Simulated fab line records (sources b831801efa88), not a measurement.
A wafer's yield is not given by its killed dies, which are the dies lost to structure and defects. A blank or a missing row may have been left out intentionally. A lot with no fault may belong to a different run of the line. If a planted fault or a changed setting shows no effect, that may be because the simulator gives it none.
Problem report in the 8D (eight disciplines) form, filled by code ; flow sfqLine ; the parts of the form that need people (team, actions taken, sign-off) are left out

## 1. THE PROBLEM
Mean of runLengthS at SFQ_TRILAYER_M2_ETCH_METAL_ETCH_060: 139.8 s across 2 wafers in 2 lots; on wafers with no fault it is 148.1 s (standard deviation 0.66). Relative to the usual mean, that is a shift of -12 standard deviations.
The step: etches Nb in Cl2/Ar, stops on SiO2, target depth 240 nm, time 120 s.
First observed at day 29 15:14: wafer L855.6, on rieMetal-03. The record holds 41 wafers of 14 lots with a number at this step. By rule, "out" or "out of limits" means more than 4 standard deviations away from the usual mean. Any other wafer with a number is counted as sound.

## 2. WHAT IT IS, WHAT IT ISN'T
question;is;is not
which readings at this step;runLengthS, oesProductAu;drypumpMotorCurrentA
which lots;L855, L860;L839, L840, L841, L842, L843, L844, L845, L846, L847, L848, L861, L862
which wafers of those lots;L855.6, L860.1;L855.2, L855.5, L860.5
read on which tools;rieMetal-03;rieMetal-01, rieMetal-04
when;from day 29 15:14;"up to then (32 sound wafers); but 7 sound wafers of L860, L861, L862 came after"

## 3. WHAT RULES OUT EACH SUSPECT
Counting: any tool at a process step up to the reading remains a suspect provided it ran every lot that is out. Sound lots after the first of them don't rule it out here, since some wafers of a struck lot are sound.
- rieMetal-03 at SFQ_TRILAYER_M2_ETCH_METAL_ETCH_060 (etches Nb in Cl2/Ar, stops on SiO2, target depth 240 nm, time 120 s): kept. Every lot that is out went through it, the first being L855 (day 29 15:14); the last sound lot it ran before that was L848 (day 27 10:48). On those wafers its own readings are out: oesProductAu, runLengthS.
- The sound lot-mates ran in chamber 1 of rieMetal-03 at SFQ_TRILAYER_M2_ETCH_METAL_ETCH_060, but the wafers that are out ran in chamber 0.
After counting, what remains is rieMetal-03 at SFQ_TRILAYER_M2_ETCH_METAL_ETCH_060.

## 4. THE CAUSE (what the simulator had put in)
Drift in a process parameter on rieMetal-03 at SFQ_TRILAYER_M2_ETCH_METAL_ETCH_060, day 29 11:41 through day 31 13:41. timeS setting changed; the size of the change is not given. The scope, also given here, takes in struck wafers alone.
This tool alone remained once counting was done.

## 5. THE EFFECT CHAIN, in route order
Each row: a reading where the mean over the struck wafers with a number is more than 3 standard deviations away from the usual. Readings are gone through only where the record gives a usual standard deviation; hours: the median, over the lots, of the time from a lot's start at the first step in this table giving one to that lot's start at this step; sigmas: the change measured in usual standard deviations.
hours;step;reading;usual;on struck wafers;change;sigmas
0;SFQ_TRILAYER_M2_ETCH_METAL_ETCH_060;oesProductAu;0.892 a.u.;0.961;+0.069;+10
0;SFQ_TRILAYER_M2_ETCH_METAL_ETCH_060;runLengthS;148.1 s;139.8;-8.2;-12
Here are the process steps it includes:
- SFQ_TRILAYER_M2_ETCH_METAL_ETCH_060: etches Nb in Cl2/Ar, stops on SiO2, target depth 240 nm, time 120 s.

## 6. WHAT WOULD HAVE CAUGHT IT SOONER
4 hours passed between the start of the fault at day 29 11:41 and the first reading out of limits in this record, taken at day 29 15:14.
